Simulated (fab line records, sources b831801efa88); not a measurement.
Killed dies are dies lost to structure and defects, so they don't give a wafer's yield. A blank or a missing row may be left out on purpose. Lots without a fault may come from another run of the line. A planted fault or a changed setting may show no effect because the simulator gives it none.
Which tool did it? | flow sky130 | 14 lots, 42 wafers sampled, at 3 steps of a route of 708

WHAT THE GAUGES READ, wafer by wafer
SKY_SONOS_ONO_THK_MEAS_01. Usual: SONOS_ONO_OXIDATION_THK 2.59 nm, standard deviation 0.046.
lot  | measured     | on            | SONOS_ONO_OXIDATION_THK (nm) | flag
L307 | day 12 05:12 | film_metro-04 | 2.59 2.61 2.64               |
L308 | day 12 08:25 | film_metro-01 | 2.67 2.66 2.63               |
L309 | day 12 21:34 | film_metro-04 | 2.70 2.67 2.63               |
L310 | day 13 01:23 | film_metro-02 | 2.62 2.51 2.57               |
L311 | day 13 09:49 | film_metro-01 | 2.60 2.62 2.55               |
L313 | day 14 03:06 | film_metro-01 | 2.46 2.57 2.48               |
L314 | day 14 10:03 | film_metro-01 | 2.60 2.60 2.59               |
L315 | day 14 19:42 | film_metro-02 | 2.57 2.57 2.57               |
L316 | day 15 00:06 | film_metro-04 | 2.67 2.64 2.62               |
L317 | day 15 12:31 | film_metro-04 | 2.60 2.60 2.57               |
L320 | day 16 08:08 | film_metro-04 | 2.61 2.61 2.58               |
L323 | day 17 15:23 | film_metro-01 | 2.60 2.57 2.57               |
L325 | day 18 07:46 | film_metro-01 | 2.58 2.55 2.65               |
L327 | day 19 00:07 | film_metro-01 | 2.59 2.55 2.55               |

SKY_METAL2_OVL_MEAS_16. Usual: METAL2_OVL 2 nm, standard deviation 5.7.
lot  | measured     | on         | METAL2_OVL (nm) | flag
L307 | day 35 22:26 | overlay-01 | 6 -2 -1         |
L308 | day 36 02:36 | overlay-02 | 3 -3 -3         |
L309 | day 36 12:10 | overlay-01 | 9 1 9           |
L310 | day 36 14:04 | overlay-01 | 2 9 13          |
L311 | day 37 05:30 | overlay-01 | 4 8 9           |
L313 | day 37 17:30 | overlay-01 | 4 6 11          |
L314 | day 38 00:55 | overlay-02 | -8 4 -4         |
L315 | day 38 07:46 | overlay-02 | 3 2 11          |
L316 | day 38 12:58 | overlay-01 | -4 -1 5         |
L317 | day 39 02:26 | overlay-02 | 4 -3 3          |
L320 | day 39 21:55 | overlay-02 | -4 -5 0         |
L323 | day 40 22:25 | overlay-01 | 7 11 9          |
L325 | day 41 09:09 | overlay-02 | 3 3 -3          |
L327 | day 41 23:40 | overlay-01 | -6 -1 -5        |

WHICH TOOL RAN EACH LOT (tool, then ch and the chambers of the sampled wafers, then the start)
lot  | SKY_LOCAL_INTERCONNECT_DEVELOP_10
L307 | litho_track-01 ch 0, day 31 05:00
L308 | litho_track-04 ch 0, day 31 09:00
L309 | litho_track-03 ch 0, day 31 19:00
L310 | litho_track-01 ch 0, day 31 22:00
L311 | litho_track-03 ch 0, day 32 13:00
L313 | litho_track-03 ch 0, day 33 01:00
L314 | litho_track-01 ch 0, day 33 09:00
L315 | litho_track-04 ch 0, day 33 17:00
L316 | litho_track-03 ch 0, day 33 23:00
L317 | litho_track-04 ch 0, day 34 11:00
L320 | litho_track-01 ch 0, day 35 08:00
L323 | litho_track-01 ch 0, day 36 11:00
L325 | litho_track-04 ch 0, day 36 22:00
L327 | litho_track-01 ch 0, day 37 14:00
- SKY_LOCAL_INTERCONNECT_DEVELOP_10: develop time 60 s.

WHAT THE TOOLS THEMSELVES READ (means of the sampled wafers that have a number; where no wafer has one, the mark that the record gives instead)
SKY_LOCAL_INTERCONNECT_DEVELOP_10. Usual: developer_temp_C 21.01 C, standard deviation 0.11.
lot  | tool           | developer_temp_C (C) | flag
L307 | litho_track-01 | 20.97                |
L308 | litho_track-04 | 21.05                |
L309 | litho_track-03 | 21.07                |
L310 | litho_track-01 | 21.16                |
L311 | litho_track-03 | 21.15                |
L313 | litho_track-03 | 20.74                |
L314 | litho_track-01 | 20.98                |
L315 | litho_track-04 | 21.00                |
L316 | litho_track-03 | 20.96                |
L317 | litho_track-04 | 21.03                |
L320 | litho_track-01 | 20.84                |
L323 | litho_track-01 | 22.99                | OFF
L325 | litho_track-04 | 20.96                |
L327 | litho_track-01 | 23.19                | OFF

THE ANSWER, worked out from the rows above alone
Rule: a lot is off if the mean of its wafers that have a number lies more than 3 standard deviations from the usual mean. A lot without any number at a reading at which 4 lots or more have one is off too. The other lots that the step has rows for count as sound. The gauges are gone through in route order, then the tools' own readings, and for those a lot's mean is taken as printed above. The first step at which some lot is off is used, and at that step the reading that is off furthest; a lot without a number counts as furthest.
Off: L323, L327, at SKY_LOCAL_INTERCONNECT_DEVELOP_10 (developer_temp_C).
A tool fits if, at that step or a process step before it, it ran every lot that is off, and no sound lot after the first of them. One fits: litho_track-01 at SKY_LOCAL_INTERCONNECT_DEVELOP_10. Its last sound lot is L320 (day 35 08:00), its first lot that is off L323 (day 36 11:00): a fault that began between those two fits.
The tool's own readings at SKY_LOCAL_INTERCONNECT_DEVELOP_10 bear it out: on the lots that are off they differ by more than 5 times the standard deviation of the sound lots' means. developer_temp_C reads 23.09 C there against 20.99 C on the sound lots.

WHAT THE SIMULATOR HAD PUT IN
Process parameter drift: litho_track-01, from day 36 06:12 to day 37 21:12, at SKY_LOCAL_INTERCONNECT_DEVELOP_10. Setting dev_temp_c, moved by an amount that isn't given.
Lots struck among those shown: L323, L327. The rule above found the same.
